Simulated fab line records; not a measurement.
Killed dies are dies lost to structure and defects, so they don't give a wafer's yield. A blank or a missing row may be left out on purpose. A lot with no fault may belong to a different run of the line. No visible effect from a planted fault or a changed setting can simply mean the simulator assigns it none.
Check of tool commonality :: flow gf180mcu :: Sample size 15 lots and 45 wafers

## REASON IT WAS OPENED
At GF_HV_LDD_TW_MEAS_50 the reading HV_LDD_4_TW is flagged on 3 of 15 lots. Fault-free wafers read 575, with a standard deviation of 5.1.
Rule: a lot is flagged in two cases, either no wafer of it has a number, or all its wafers with numbers fall more than 4 standard deviations from that mean. As for the other lots, they are considered sound.

lot: L127
measured: day 12 04:27
on: film metro-01
HV_LDD_4_TW, wafer by wafer: 571 570 570
flag: 

lot: L128
measured: day 12 16:08
on: film metro-01
HV_LDD_4_TW, wafer by wafer: 572 572 572
flag: 

lot: L130
measured: day 13 02:06
on: film metro-03
HV_LDD_4_TW, wafer by wafer: 576 576 576
flag: 

lot: L132
measured: day 13 19:37
on: film metro-01
HV_LDD_4_TW, wafer by wafer: 572 570 572
flag: 

lot: L133
measured: day 14 16:31
on: film metro-02
HV_LDD_4_TW, wafer by wafer: 577 570 575
flag: 

lot: L135
measured: day 15 01:16
on: film metro-01
HV_LDD_4_TW, wafer by wafer: 568 571 570
flag: 

lot: L136
measured: day 15 07:09
on: film metro-03
HV_LDD_4_TW, wafer by wafer: 577 579 577
flag: 

lot: L138
measured: day 16 00:27
on: film metro-01
HV_LDD_4_TW, wafer by wafer: 570 568 568
flag: 

lot: L139
measured: day 16 05:58
on: film metro-01
HV_LDD_4_TW, wafer by wafer: 30 30 30
flag: FLAGGED

lot: L140
measured: day 16 14:37
on: film metro-03
HV_LDD_4_TW, wafer by wafer: 30 31 31
flag: FLAGGED

lot: L141
measured: day 16 22:37
on: film metro-02
HV_LDD_4_TW, wafer by wafer: 31 31 30
flag: FLAGGED

lot: L147
measured: day 19 07:10
on: film metro-01
HV_LDD_4_TW, wafer by wafer: 569 571 568
flag: 

lot: L148
measured: day 19 14:15
on: film metro-03
HV_LDD_4_TW, wafer by wafer: 573 575 575
flag: 

lot: L149
measured: day 19 22:52
on: film metro-03
HV_LDD_4_TW, wafer by wafer: 574 576 571
flag: 

lot: L150
measured: day 20 03:25
on: film metro-03
HV_LDD_4_TW, wafer by wafer: 578 574 575
flag: 
Averaged over the flagged lots the numbers come to 30, -545 from the usual (-99 or more standard deviations).

## LOT BY LOT: THE TOOL USED
The record keeps 1 process step preceding the reading, out of 602 steps on the route. Cell contents, in order: the tool; ch with the chambers the sampled wafers went through; the start.
lot: L127
flag: 
GF_HV_LDD_IMPLANT_48: implanter-03 ch 0, day 12 04:12

lot: L128
flag: 
GF_HV_LDD_IMPLANT_48: implanter-03 ch 0, day 12 15:55

lot: L130
flag: 
GF_HV_LDD_IMPLANT_48: implanter-02 ch 0, day 13 01:51

lot: L132
flag: 
GF_HV_LDD_IMPLANT_48: implanter-02 ch 0, day 13 19:23

lot: L133
flag: 
GF_HV_LDD_IMPLANT_48: implanter-01 ch 0, day 14 16:17

lot: L135
flag: 
GF_HV_LDD_IMPLANT_48: implanter-03 ch 0, day 15 01:02

lot: L136
flag: 
GF_HV_LDD_IMPLANT_48: implanter-03 ch 0, day 15 06:54

lot: L138
flag: 
GF_HV_LDD_IMPLANT_48: implanter-03 ch 0, day 16 00:12

lot: L139
flag: FLAGGED
GF_HV_LDD_IMPLANT_48: implanter-03, day 16 05:43

lot: L140
flag: FLAGGED
GF_HV_LDD_IMPLANT_48: implanter-03, day 16 14:22

lot: L141
flag: FLAGGED
GF_HV_LDD_IMPLANT_48: implanter-03, day 16 22:24

lot: L147
flag: 
GF_HV_LDD_IMPLANT_48: implanter-01 ch 0, day 19 06:57

lot: L148
flag: 
GF_HV_LDD_IMPLANT_48: implanter-03 ch 0, day 19 14:00

lot: L149
flag: 
GF_HV_LDD_IMPLANT_48: implanter-01 ch 0, day 19 22:37

lot: L150
flag: 
GF_HV_LDD_IMPLANT_48: implanter-01 ch 0, day 20 03:12
What is done by these steps:
- GF_HV_LDD_IMPLANT_48
- GF_HV_LDD_TW_MEAS_50

## FLAGGED OVER TOTAL, TOOL BY TOOL (the gauges that took the reading come last)
step: GF_HV_LDD_IMPLANT_48
tool: implanter-01
lots run: 4
flagged: 0
share of the flagged lots: none
sound lots run after its first flagged lot: -

step: GF_HV_LDD_IMPLANT_48
tool: implanter-02
lots run: 2
flagged: 0
share of the flagged lots: none
sound lots run after its first flagged lot: -

step: GF_HV_LDD_IMPLANT_48
tool: implanter-03
lots run: 9
flagged: 3
share of the flagged lots: all
sound lots run after its first flagged lot: 1 (L148)

step: GF_HV_LDD_TW_MEAS_50
tool: film metro-01
lots run: 7
flagged: 1
share of the flagged lots: some
sound lots run after its first flagged lot: 1 (L147)

step: GF_HV_LDD_TW_MEAS_50
tool: film metro-02
lots run: 2
flagged: 1
share of the flagged lots: some
sound lots run after its first flagged lot: 0

step: GF_HV_LDD_TW_MEAS_50
tool: film metro-03
lots run: 6
flagged: 1
share of the flagged lots: some
sound lots run after its first flagged lot: 3 (L148,L149,L150)

## WHAT THE TABLE ALLOWS
1 row of the table ran every flagged lot: implanter-03 at GF_HV_LDD_IMPLANT_48.
- implanter-03 at GF_HV_LDD_IMPLANT_48 ran 9 lots, 3 of them flagged. After the first flagged lot (L148), sound lots still ran on it; a lasting fault on the whole tool would not permit that. On the flagged lots its readings are blank where sound lots have values: beam energy keV, beam on s, faraday current uA, tilt deg.
No row of the table ran every flagged lot and no sound lot after the first.

## WHAT HAD BEEN PUT IN BY THE SIMULATOR
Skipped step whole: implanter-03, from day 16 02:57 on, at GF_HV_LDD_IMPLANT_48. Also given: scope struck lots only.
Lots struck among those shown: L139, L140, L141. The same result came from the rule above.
